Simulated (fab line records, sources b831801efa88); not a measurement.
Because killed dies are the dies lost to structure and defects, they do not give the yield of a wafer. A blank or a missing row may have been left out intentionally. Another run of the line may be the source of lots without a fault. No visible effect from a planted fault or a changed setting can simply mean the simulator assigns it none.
fab line records ; flow sky130 ; part 2 of 2: steps 26 to 39 of 39
[record] lots = 5; wafers = 15; last-day = 48
route steps=708 shown VIA3@585 METAL4@598 CAP2M@603
lots that met no fault: taken from a fault-free run of the same line
start-h: start of the lot's first displayed wafer, in hours after the record's first day ; wait-h: hours since the lot's step before ; " repeats the value in the row above ; L1.1+2: a row that stands for several wafers ; - value missing, or start not given ; * or withheld: withheld ; < > ~ a bound
route shown NAME@n: a module of which the file shows steps, and the number in the route of the first ; usual: mean/standard deviation taken from wafers without a fault ; same: alike in all rows ; chamber/n: place in a boat ; sites: readings site by site ; _std_site: standard deviation across them ; _edge_site: the outer-site mean with the inner-site mean subtracted ; radius-mm: how far each site lies from the wafer's centre ; mask NAME#n: copy n ; behind: the most recent tool/chamber to have shaped the wafer ; hold: reason for holding the lot/hours on hold/outcome of the hold ; device: which transistor (n, p or np) failed to switch ; end of line: tests of these same wafers at the route's end ; step lacking rows: just its recipe ; killed: at the first sort, the dies lost to defects and structure; wafer yield is something else ; map: a wafer's dies, x killed, . not, _ none there
set.NAME: the setting that was run; set.NAME@STEP: the one run at that earlier step ; model.NAME: the simulator's own value behind a step, which no gauge read
lots at some steps of the route; a table a step, a row a wafer
services: the hour from which a tool's chamber was out of use, counted from the record's first day as start-h (under 0 if before that day), plus the number of hours and why
[[steps]]
[step SKY_CAP2M_COAT_07]
[recipe] resist = NOVOLAK; spin-rpm = 3000; resist-thk-nm = 1140
lot.wafer;tool;chamber;start-h;wait-h
L076.1+2+5;litho-track-03;0;954.54;0.1
L077.4+5+6;litho-track-03;0;960.31;0.1
L083.1+4+5;litho-track-03;0;999.54;0.1
L086.2+4+6;litho-track-03;0;1024.46;0.1
L089.1+3+5;litho-track-04;0;1044.33;0.1
[step SKY_CAP2M_SOFTBAKE_08]
[recipe] temp-c = 90; time-s = 60; resist = NOVOLAK
lot.wafer;tool;chamber;start-h;wait-h
L076.1+2+5;litho-track-03;0;954.69;0.1
L077.4+5+6;litho-track-03;0;960.46;0.1
L083.1+4+5;litho-track-03;0;999.69;0.1
L086.2+4+6;litho-track-03;0;1024.61;0.1
L089.1+3+5;litho-track-04;0;1044.48;0.1
[step SKY_CAP2M_EXPOSE_09]
[recipe] mask-id = CAP2M; na = 0.6; source-shape = conventional; sigma-outer = 0.6; polarization = unpolarized; target-cd-nm = 1000; dose-mj = 159
lot.wafer;tool;chamber;start-h;wait-h;mask
L076.1+2+5;iline-stepper-01;0;-;-;CAP2M#0
L077.4+5+6;iline-stepper-02;0;-;-;CAP2M#0
L083.1+4+5;iline-stepper-02;0;-;-;CAP2M#0
L086.2+4+6;iline-stepper-01;0;-;-;CAP2M#0
L089.1+3+5;iline-stepper-02;0;-;-;CAP2M#0
[step SKY_CAP2M_PEB_10]
[recipe] temp-c = withheld; time-s = *; resist = NOVOLAK
lot.wafer;tool;chamber;start-h;wait-h
L076.1+2+5;litho-track-04;0;-;-
L077.4+5+6;litho-track-04;0;-;-
L083.1+4+5;litho-track-03;0;-;-
L086.2+4+6;litho-track-03;0;-;-
L089.1+3+5;litho-track-04;0;-;-
[step SKY_CAP2M_DEVELOP_11]
[recipe] resist = NOVOLAK; developer = TMAH; develop-time-s = 60; dev-temp-c = 23
lot.wafer;tool;chamber;start-h;wait-h
L076.1+2+5;litho-track-04;0;965.33;0.1
L077.4+5+6;litho-track-04;0;972.15;0.1
L083.1+4+5;litho-track-03;0;1010.44;0.1
L086.2+4+6;litho-track-03;0;1034.81;0.1
L089.1+3+5;litho-track-04;0;1055.63;0.1
[step SKY_CAP2M_OVL_MEAS_12]
[usual] CAP2M_OVL = -0.5/1.2
lot.wafer;tool;chamber;start-h;wait-h;CAP2M_OVL[nm]
L076.1;overlay-01;-;965.48;0.1;-3.1
L076.2;overlay-01;-;965.48;0.1;-1.6
L076.5;overlay-01;-;965.48;0.1;-3.2
L077.4;overlay-02;-;972.24;0.1;-1.0
L077.5;overlay-02;-;972.24;0.1;-1.8
L077.6;overlay-02;-;972.24;0.1;0.5
L083.1;overlay-02;-;1010.59;0.1;-2.4
L083.4;overlay-02;-;1010.59;0.1;1.1
L083.5;overlay-02;-;1010.59;0.1;-1.5
L086.2;overlay-01;-;1034.94;0.1;0.2
L086.4;overlay-01;-;1034.94;0.1;0.6
L086.6;overlay-01;-;1034.94;0.1;0.5
L089.1;overlay-01;-;1055.78;0.1;-0.1
L089.3;overlay-01;-;1055.78;0.1;-1.6
L089.5;overlay-01;-;1055.78;0.1;-2.0
[step SKY_CAP2M_METAL_ETCH_13]
[recipe] target-depth-nm = 220; stop-on = SiO2; chemistry = Cl2/BCl3; target = TiN; pressure-mtorr = 10; icp-w = 900; bias-w = 48.5; Cl2_flow_sccm = 60; bcl3-flow-sccm = 30; time-s = 62.9
[usual] drypump-motor-current-A = 5.7/0.36; oes-product-au = 0.942/0.0068; throttle-valve-pct = 21.901/0.0094
lot.wafer;tool;chamber;start-h;wait-h;drypump-motor-current-A;oes-product-au;rf-hours-counter-h;throttle-valve-pct
L076.1;rie-metal-02;0;965.51;0.0;5.6;0.950;12;21.886
L076.2;rie-metal-02;1;965.51;0.0;6.0;0.959;6;21.896
L076.5;rie-metal-02;1;965.51;0.0;6.0;0.946;-;21.904
L077.4;rie-metal-01;0;972.30;0.0;5.4;0.946;-;21.899
L077.5;rie-metal-01;0;972.30;0.0;5.3;0.934;-;21.900
L077.6;rie-metal-01;1;972.30;0.0;5.3;0.937;-;21.910
L083.1;rie-metal-02;0;1010.62;0.0;5.6;0.931;14;21.902
L083.4;rie-metal-02;1;1010.62;0.0;6.0;0.944;-;21.904
L083.5;rie-metal-02;1;1010.62;0.0;6.0;0.939;-;21.907
L086.2;rie-metal-03;0;1034.97;0.0;5.5;0.947;1;21.893
L086.4;rie-metal-03;1;1034.97;0.0;6.4;0.947;-;21.905
L086.6;rie-metal-03;1;1034.97;0.0;6.3;0.944;-;21.897
L089.1;rie-metal-02;1;1055.81;0.0;6.0;0.945;11;21.904
L089.3;rie-metal-02;0;1055.81;0.0;5.6;0.943;-;21.896
L089.5;rie-metal-02;1;1055.81;0.0;6.0;0.946;-;21.890
[step SKY_CAP2M_STRIP_14]
[recipe] chemistry = O2/N2; power-w = 1400; pressure-mtorr = 1500; platen-temp-c = withheld; o2-flow-sccm = 3000; n2-flow-sccm = 300; overash-fraction = 0.5
[usual] drypump-motor-current-A = 5.8/0.51; oes-product-au = 0.710/0.005; strip-time-to-endpoint-s = 12.66/0.039
lot.wafer;tool;chamber;start-h;wait-h;drypump-motor-current-A;oes-product-au;rf-hours-counter-h;strip-time-to-endpoint-s
L076.1;plasma-asher-04;1;965.59;0.1;5.1;0.710;54;12.70
L076.2;plasma-asher-04;0;965.59;0.1;6.1;0.715;54;12.69
L076.5;plasma-asher-04;1;965.59;0.1;5.1;0.713;-;12.70
L077.4;plasma-asher-01;0;972.40;0.1;5.5;0.716;-;12.68
L077.5;plasma-asher-01;0;972.40;0.1;5.5;0.718;-;12.69
L077.6;plasma-asher-01;1;972.40;0.1;6.4;0.706;-;12.70
L083.1;plasma-asher-01;0;1010.70;0.1;5.5;0.703;92;12.77
L083.4;plasma-asher-01;1;1010.70;0.1;6.4;0.700;-;12.74
L083.5;plasma-asher-01;0;1010.70;0.1;5.5;0.712;-;12.72
L086.2;plasma-asher-01;1;1035.05;0.1;6.4;0.710;95;12.68
L086.4;plasma-asher-01;0;1035.05;0.1;5.5;0.720;-;12.68
L086.6;plasma-asher-01;1;1035.05;0.1;6.4;0.720;-;12.66
L089.1;plasma-asher-01;0;1055.89;0.1;5.5;0.704;97;12.63
L089.3;plasma-asher-01;1;1055.89;0.1;6.4;0.717;-;12.64
L089.5;plasma-asher-01;1;1055.89;0.1;6.4;0.699;-;12.64
[step SKY_CAP2M_STRIP_15]
[recipe] chemistry = post-etch-residue-remover; time-s = 1200; temp-c = 72.5
lot.wafer;tool;chamber;start-h;wait-h
L076.1+2+5;wet-bench-01;1;965.69;0.1
L077.4+5+6;wet-bench-02;3;972.47;0.0
L083.1+4+5;wet-bench-02;3;1010.80;0.1
L086.2+4+6;wet-bench-02;0;1035.15;0.1
L089.1+3+5;wet-bench-04;2;1056.09;0.2
[step SKY_CAP2M_CLEAN_16]
[recipe] chemistry = IPA; time-s = 180; temp-c = 25
lot.wafer;tool;chamber;start-h;wait-h
L076.1+2+5;wet-bench-02;2;966.03;0.0
L077.4+5+6;wet-bench-01;1;972.81;0.0
L083.1+4+5;wet-bench-02;3;1011.18;0.0
L086.2+4+6;wet-bench-04;0;1035.50;0.0
L089.1+3+5;wet-bench-02;1;1056.43;0.0
[step SKY_CAP2M_CLEAN_17]
[recipe] chemistry = O3/DIW; dry = n2-spin
lot.wafer;tool;chamber;start-h;wait-h
L076.1+2+5;wet-bench-04;3;966.09;0.0
L077.4+5+6;wet-bench-04;0;972.87;0.0
L083.1+4+5;wet-bench-01;3;1011.28;0.0
L086.2+4+6;wet-bench-04;2;1035.56;0.0
L089.1+3+5;wet-bench-02;3;1056.49;0.0
[step SKY_METAL4_DEHYDRATE_05]
[recipe] temp-c = 200; time-s = 60
lot.wafer;tool;chamber;start-h;wait-h
L076.1+2+5;litho-track-04;0;979.38;13.2
L077.4+5+6;litho-track-02;0;984.59;11.6
L083.1+4+5;litho-track-02;0;1022.07;10.7
L086.2+4+6;litho-track-02;0;1046.59;10.9
L089.1+3+5;litho-track-02;0;1065.27;8.7
[step SKY_METAL4_HMDS_06]
[recipe] prime-time-s = 60; prime-temp-c = 120
lot.wafer;tool;chamber;start-h;wait-h
L076.1+2+5;litho-track-04;0;979.53;0.1
L077.4+5+6;litho-track-02;0;984.74;0.1
L083.1+4+5;litho-track-02;0;1022.22;0.1
L086.2+4+6;litho-track-02;0;1046.74;0.1
L089.1+3+5;litho-track-02;0;1065.42;0.1
[step SKY_METAL4_COAT_07]
[recipe] resist = BARC; temp-c = withheld; time-s = withheld; spin-rpm = 3000; resist-thk-nm = 60
lot.wafer;tool;chamber;start-h;wait-h
L076.1+2+5;litho-track-04;0;979.68;0.1
L077.4+5+6;litho-track-02;0;984.89;0.1
L083.1+4+5;litho-track-02;0;1022.37;0.1
L086.2+4+6;litho-track-02;0;1046.89;0.1
L089.1+3+5;litho-track-02;0;1065.57;0.1
[[services]]
tool;chamber;start-h;hours;kind
rie-diel-01;0;916.82;5.6;repair
iline-stepper-01;-;929.60;4.4;pm
pecvd-02;-;931.06;28.1;pm
wet-bench-04;-;931.80;32.2;pm
rie-diel-02;2;933.70;23.4;repair
iline-stepper-01;-;934.05;1.7;pm
iline-stepper-02;-;938.75;4.1;repair
pvd-sputter-04;-;950.55;2.1;repair
cmp-02;-;952.55;3.2;repair
plasma-asher-01;-;958.02;2.6;repair
plasma-asher-01;-;963.67;7.7;repair
wet-bench-02;-;974.13;4.4;pm
iline-stepper-02;-;977.75;1.7;pm
wet-bench-04;-;991.69;1.3;repair
pvd-sputter-03;-;994.27;2.5;repair
cmp-02;-;1002.83;0.5;repair
cmp-02;-;1010.64;2.9;pm
pvd-sputter-02;-;1037.95;4.3;repair
cmp-02;-;1042.75;1.0;repair
cmp-02;-;1046.24;1.6;repair
pecvd-02;0;1046.29;1.9;repair
pvd-sputter-02;-;1047.86;3.3;repair
pecvd-02;-;1060.43;1.0;repair
cmp-02;-;1062.38;0.8;repair
